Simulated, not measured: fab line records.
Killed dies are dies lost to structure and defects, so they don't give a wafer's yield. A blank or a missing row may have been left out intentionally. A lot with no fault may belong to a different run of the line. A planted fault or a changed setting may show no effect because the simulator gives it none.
fab line records	flow gf180mcu
record: lots: 6	wafers: 18	last_day: 33
route steps=602 shown POLY_GATE@157
lots with no fault: from the same line, run without faults
start_h: hours from the record's first day to the start of the lot's first wafer shown	wait_h: time in hours since the lot's previous step	" as in the row above	L1.1+2: a single row standing in for several wafers	- no value, or no start given	* or withheld: withheld	< > ~ a bound
route shown NAME@n: names a module that has steps shown in the file, with the first one's number in the route	usual: mean/standard deviation taken from wafers without a fault	same: alike in all rows	chamber/n: place in a boat	sites: readings site by site	_std_site: their standard deviation	_edge_site: inner sites' mean taken away from outer sites' mean	radius_mm: how far each site lies from the wafer's centre	mask NAME#n: copy n	behind: tool/chamber where the wafer was last shaped	hold: cause of the lot's hold/its duration in hours/its outcome	device: which transistor (n, p or np) failed to switch	end of line: the same wafers' tests at the end of the route	where a step has no rows: the recipe by itself	killed: count of dies lost to structure and defects at first sort (not the wafer's yield)	map: shows each die of a wafer: x if killed, . if not, _ if none is there
set.NAME: the setting the step ran with; set.NAME@STEP: the setting that earlier step ran with	model.NAME: the simulator's own value behind a step, which no gauge read
lots at some steps of the route; a table a step, a row a wafer
services: a tool's chamber out of use, with start hour (start_h, from the record's first day; less than 0 if before it), hours out, and reason
== steps ==
step: GF_POLY_GATE_CVD_00
recipe: material: poly-Si	target_thk_nm: 200	temp_c: 620	time_s: 1200	pressure_mtorr: 200
step: GF_POLY_GATE_THK_MEAS_01
recipe: reads: poly-Si_of_POLY_GATE_CVD_00
usual: POLY_GATE_CVD_00_THK: 198.9/2.1
lot.wafer	tool	chamber	start_h	wait_h	POLY_GATE_CVD_00_THK[nm]
L593.1	film_metro-02	-	200.09	0.0	202.1
L593.2	"	-	"	"	201.3
L593.6	"	-	"	"	200.9
L599.2	film_metro-02	-	240.35	0.0	195.2
L599.3	"	-	"	"	194.7
L599.4	"	-	"	"	194.8
L601.3	film_metro-02	-	267.33	0.0	195.4
L601.5	"	-	"	"	196.3
L601.6	"	-	"	"	195.7
L602.1	film_metro-03	-	268.64	0.0	199.2
L602.2	"	-	"	"	200.4
L602.4	"	-	"	"	199.4
L606.1	film_metro-01	-	295.05	0.0	199.0
L606.4	"	-	"	"	198.2
L606.6	"	-	"	"	198.2
L607.1	film_metro-03	-	296.60	0.0	198.9
L607.3	"	-	"	"	198.9
L607.6	"	-	"	"	200.4
step: GF_POLY_GATE_DEHYDRATE_02
recipe: temp_c: 200	time_s: 60
step: GF_POLY_GATE_HMDS_03
recipe: prime_time_s: 60	prime_temp_c: 120
step: GF_POLY_GATE_COAT_04
recipe: resist: BARC	temp_c: withheld	time_s: withheld	spin_rpm: withheld	resist_thk_nm: withheld
step: GF_POLY_GATE_COAT_05
recipe: resist: KrF	spin_rpm: withheld	resist_thk_nm: 700
step: GF_POLY_GATE_SOFTBAKE_06
recipe: temp_c: 130	time_s: 61.87	resist: KrF
usual: plate_sensor_t_centre_C: 131.02/0.01	plate_sensor_t_edge_C: 131.21/0.0092
same: time_s: 61.87
lot.wafer	tool	chamber	start_h	wait_h	plate_sensor_t_centre_C	plate_sensor_t_edge_C
L593.1	litho_track-02	0	-	-	131.01	131.22
L593.2	"	0	"	"	131.02	131.21
L593.6	"	0	"	"	131.02	131.21
L599.2	litho_track-01	0	-	-	131.03	131.21
L599.3	"	0	"	"	131	131.2
L599.4	"	0	"	"	131.04	131.23
L601.3	litho_track-01	0	-	-	131.04	131.18
L601.5	"	0	"	"	131.02	131.23
L601.6	"	0	"	"	131.02	131.21
L602.1	litho_track-01	0	-	-	131.02	131.2
L602.2	"	0	"	"	131.03	131.21
L602.4	"	0	"	"	130.99	131.2
L606.1	litho_track-01	0	-	-	131.01	131.21
L606.4	"	0	"	"	131.03	131.23
L606.6	"	0	"	"	131.02	131.21
L607.1	litho_track-02	0	-	-	131.02	131.21
L607.3	"	0	"	"	130.99	131.2
L607.6	"	0	"	"	131.01	131.2
step: GF_POLY_GATE_EXPOSE_07
recipe: mask_id: Poly2	target_cd_nm: 280	na: 0.68	source_shape: conventional	sigma_outer: 0.6	dose_mj: 28
step: GF_POLY_GATE_PEB_08
recipe: peb_temp_c: 135	peb_time_s: 90	resist: KrF
step: GF_POLY_GATE_DEVELOP_09
recipe: develop_time_s: 60	resist: KrF	dev_temp_c: 21
step: GF_POLY_GATE_CD_MEAS_10
recipe: target_cd_nm: 280
usual: cd_nm: 280.3/1.1
lot.wafer	tool	chamber	start_h	wait_h	cd_nm
L593.1	cd_sem-01	-	217.37	0.1	279.4
L593.2	"	-	"	"	280.5
L593.6	"	-	"	"	280.8
L599.2	cd_sem-01	-	258.36	0.1	278.9
L599.3	"	-	"	"	278.1
L599.4	"	-	"	"	280.1
L601.3	cd_sem-01	-	286.58	0.1	282.6
L601.5	"	-	"	"	282.8
L601.6	"	-	"	"	282.5
L602.1	cd_sem-02	-	287.49	0.1	281.2
L602.2	"	-	"	"	283.1
L602.4	"	-	"	"	281.6
L606.1	cd_sem-02	-	314.32	0.1	281.1
L606.4	"	-	"	"	281.4
L606.6	"	-	"	"	280.1
L607.1	cd_sem-02	-	316.69	0.3	279.8
L607.3	"	-	"	"	280.2
L607.6	"	-	"	"	280.2
step: GF_POLY_GATE_OVL_MEAS_11
usual: POLY_GATE_OVL: 4/4.8
lot.wafer	tool	chamber	start_h	wait_h	POLY_GATE_OVL[nm]
L593.1	overlay-02	-	217.49	0.1	7
L593.2	"	-	"	"	5
L593.6	"	-	"	"	3
L599.2	overlay-01	-	258.46	0.1	0
L599.3	"	-	"	"	-4
L599.4	"	-	"	"	-6
L601.3	overlay-01	-	286.67	0.1	1
L601.5	"	-	"	"	-3
L601.6	"	-	"	"	1
L602.1	overlay-02	-	287.61	0.1	13
L602.2	"	-	"	"	5
L602.4	"	-	"	"	2
L606.1	overlay-01	-	314.44	0.1	6
L606.4	"	-	"	"	6
L606.6	"	-	"	"	5
L607.1	overlay-02	-	316.81	0.1	-3
L607.3	"	-	"	"	-3
L607.6	"	-	"	"	4
step: GF_POLY_GATE_ETCH_12
recipe: chemistry: N2/H2	target_depth_a: withheld	overetch_a: withheld	time_s: withheld	target: BARC	ion_energy_ev: 200	source_w: 500	bias_w: 100	pressure_mtorr: 30	n2_flow_sccm: 100	h2_flow_sccm: 200
usual: bias_w: 99.99/0.29	chamber_pressure_mTorr: 30.000/0.025	drypump_motor_current_A: 5.8/0.43	oes_product_au: 0.736/0.0044	throttle_valve_pct: 13.215/0.0086
lot.wafer	tool	chamber	start_h	wait_h	bias_w	chamber_pressure_mTorr	drypump_motor_current_A	oes_product_au	throttle_valve_pct
L593.1	rie_diel-03	2	217.52	0.0	100.08	29.987	5.9	0.736	13.207
L593.2	"	3	"	"	100.21	30.024	5.4	0.732	13.232
L593.6	"	2	"	"	100.11	29.994	5.9	0.740	13.215
L599.2	rie_diel-01	3	258.49	0.0	100.21	30.005	5.6	0.733	13.221
L599.3	"	0	"	"	99.91	29.980	5.1	0.732	13.223
L599.4	"	2	"	"	100.29	29.977	6.5	0.734	13.216
L601.3	rie_diel-04	3	286.69	0.0	-	-	-	-	-
L601.5	"	3	"	"	-	-	-	-	-
L601.6	"	2	"	"	-	-	-	-	-
L602.1	rie_diel-03	3	287.64	0.0	-	-	-	-	-
L602.2	"	0	"	"	-	-	-	-	-
L602.4	"	2	"	"	-	-	-	-	-
L606.1	rie_diel-01	3	314.47	0.0	100.09	29.953	5.6	0.731	13.206
L606.4	"	0	"	"	100.39	29.979	5.1	0.733	13.213
L606.6	"	1	"	"	99.68	29.985	5.9	0.739	13.215
L607.1	rie_diel-01	2	316.84	0.0	100.57	29.998	6.5	0.740	13.209
L607.3	"	0	"	"	100.88	30.073	5.1	0.730	13.217
L607.6	"	1	"	"	99.73	29.974	6.0	0.734	13.214
step: GF_POLY_GATE_ETCH_13
recipe: target: poly-Si	target_depth_nm: 198.5	stop_on: SiO2	over_etch_frac: 0.403	chemistry: HBr/Cl2	icp_w: 400	bias_w: 100	pressure_mtorr: 10	HBr_flow_sccm: 150	Cl2_flow_sccm: 50	time_s: 69.6
usual: HBr_flow_sccm: 150.0/0.44	bias_w: 99.95/0.3	drypump_motor_current_A: 5.8/0.64	oes_product_au: 0.988/0.0077	throttle_valve_pct: 33.684/0.0089
same: time_s: 69.6
lot.wafer	tool	chamber	start_h	wait_h	HBr_flow_sccm	bias_w	drypump_motor_current_A	oes_product_au	rf_hours_counter_h	throttle_valve_pct
L593.1	rie_si-01	2	217.57	-	150.5	99.47	5.5	0.999	96	33.667
L593.2	"	0	"	"	150.3	99.82	6.0	0.998	120	33.675
L593.6	"	0	"	"	149.6	99.66	6.0	0.995	-	33.697
L599.2	rie_si-01	3	258.54	-	150.2	99.89	6.2	0.972	64	33.685
L599.3	"	0	"	"	150.0	100.16	6.0	0.994	0	33.680
L599.4	"	1	"	"	149.6	100.06	6.8	0.979	1	33.685
L601.3	rie_si-01	3	286.74	-	150.0	99.61	6.2	0.266	65	33.692
L601.5	"	0	"	"	149.6	99.96	6.0	0.278	-	33.669
L601.6	"	3	"	"	149.7	99.73	6.2	0.278	-	33.682
L602.1	rie_si-01	0	287.69	-	150.1	100.03	6.0	0.275	1	33.677
L602.2	"	3	"	"	149.9	99.37	6.2	0.273	65	33.683
L602.4	"	0	"	"	149.8	99.63	6.0	0.274	-	33.697
L606.1	rie_si-01	3	314.52	-	150.0	99.72	6.2	0.996	65	33.674
L606.4	"	2	"	"	149.8	99.90	5.4	0.982	97	33.713
L606.6	"	3	"	"	149.6	99.75	6.3	0.974	-	33.672
L607.1	rie_si-01	2	316.89	-	149.5	100.35	5.5	0.981	97	33.674
L607.3	"	0	"	"	150.5	99.52	6.0	0.983	1	33.690
L607.6	"	2	"	"	149.3	100.02	5.5	0.990	-	33.674
step: GF_POLY_GATE_STRIP_14
recipe: chemistry: O2/N2	power_w: 1400	pressure_mtorr: 1500	platen_temp_c: 250	o2_flow_sccm: 3000	n2_flow_sccm: 300	overash_fraction: 0.5
usual: drypump_motor_current_A: 5.5/0.33	heater_power_w: 352/42	oes_product_au: 0.504/0.0048
same: overash_fraction: 0.5
lot.wafer	tool	chamber	start_h	wait_h	drypump_motor_current_A	heater_power_w	oes_product_au	rf_hours_counter_h
L593.1	plasma_asher-03	1	217.63	0.0	5.5	373	0.506	46
L593.2	"	0	"	"	5.9	328	0.508	46
L593.6	"	1	"	"	5.5	376	0.508	-
L599.2	plasma_asher-03	1	258.60	0.0	5.5	364	0.506	50
L599.3	"	1	"	"	5.5	375	0.511	-
L599.4	"	0	"	"	5.9	329	0.507	-
L601.3	plasma_asher-03	1	286.83	0.1	5.5	374	0.527	-
L601.5	"	0	"	"	5.9	324	0.525	-
L601.6	"	1	"	"	5.5	378	0.525	-
L602.1	plasma_asher-02	1	287.75	0.0	5.6	422	0.538	11
L602.2	"	0	"	"	5.5	404	0.528	11
L602.4	"	0	"	"	5.5	381	0.531	-
L606.1	plasma_asher-03	0	314.58	0.0	5.9	325	0.507	56
L606.4	"	1	"	"	5.5	370	0.516	-
L606.6	"	0	"	"	5.9	334	0.504	-
L607.1	plasma_asher-04	1	316.95	0.0	5.0	313	0.517	73
L607.3	"	0	"	"	5.9	305	0.505	-
L607.6	"	0	"	"	5.9	313	0.499	-
step: GF_POLY_GATE_CLEAN_15
recipe: chemistry: SC1/SC2	mix: 1:4:20	temp_c: 70	time_s: 150	dry: n2_spin
step: GF_POLY_GATE_OXIDATION_16
recipe: temp_c: 850	ambient: O2	stabilise_s: 600	purge_s: 300	target_thk_a: 40	ox_time_s: 899
step: GF_POLY_GATE_CD_MEAS_18
usual: cd_nm: 279.7/1.9
lot.wafer	tool	chamber	start_h	wait_h	cd_nm
L593.1	cd_sem-02	-	219.10	0.1	281.2
L593.2	"	-	"	"	277.6
L593.6	"	-	"	"	279.0
L599.2	cd_sem-01	-	260.25	0.1	276.3
L599.3	"	-	"	"	277.0
L599.4	"	-	"	"	280.3
L602.1	cd_sem-01	-	290.83	0.1	-
L602.2	"	-	"	"	-
L602.4	"	-	"	"	-
L601.3	cd_sem-02	-	290.88	0.1	-
L601.5	"	-	"	"	-
L601.6	"	-	"	"	-
L606.1	cd_sem-01	-	316.52	0.1	279.3
L606.4	"	-	"	"	281.0
L606.6	"	-	"	"	279.7
L607.1	cd_sem-02	-	319.48	0.1	279.9
L607.3	"	-	"	"	280.0
L607.6	"	-	"	"	281.0
== services ==
tool	chamber	start_h	hours	kind
rie_diel-04	-	188.53	2.8	pm
plasma_asher-03	-	192.20	9.0	repair
rie_diel-03	-	192.37	14.6	pm
rie_diel-04	0	213.03	2.3	repair
rie_si-01	0	220.40	-	clean
rie_si-01	0	220.40	19.0	scheduled_down
rie_si-01	0	220.40	19.0	vent_cycle
rie_diel-03	0	236.93	3.3	repair
plasma_asher-02	-	252.16	4.3	repair
rie_si-01	2	259.57	4.6	repair
rie_si-01	2	278.55	15.2	repair
plasma_asher-02	-	304.19	2.8	pm
rie_diel-01	3	316.63	5.2	repair
== key ==
first_sign: step: GF_POLY_GATE_ETCH_12	reading: tool_record	direction: missing
effect: step: GF_POLY_GATE_ETCH_13	reading: oes_product_au	direction: down	sigmas: 93	usual: 0.988	struck: 0.274
effect: step: GF_POLY_GATE_STRIP_14	reading: oes_product_au	direction: up	sigmas: 5.1	usual: 0.504	struck: 0.529
effect: step: GF_POLY_GATE_CD_MEAS_18	reading: cd_nm	direction: missing
met_at GF_POLY_GATE_ETCH_12
struck_wafers L601.3,L601.5,L601.6,L602.1,L602.2,L602.4
later_rows_left_out L601.3,L601.5,L601.6,L602.1,L602.2,L602.4
sort_left_out L601.3,L601.5,L601.6,L602.1,L602.2,L602.4
tester_left_out L601,L602
onset_between 217.52 286.69
fault: kind: skipped_step_whole	tool: rie_diel-03,rie_diel-04	chamber: -	onset_h: 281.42	steps: GF_POLY_GATE_ETCH_12	scope: struck_lots_only
tester_left_out: of these lots the tester's yield and bins aren't shown, on N5 and GAA mostly nor the transistor test; their killed dies are dies lost to structure and defects alone, not to doping, threshold or leakage, so they don't give the yield
sort_left_out: the simulated sort isn't trusted on such a fault, so these wafers' sort isn't shown, and their yield isn't known
later_rows_left_out: the simulator's readings of these wafers behind a module that went badly wrong aren't trusted and aren't shown, but for the sort
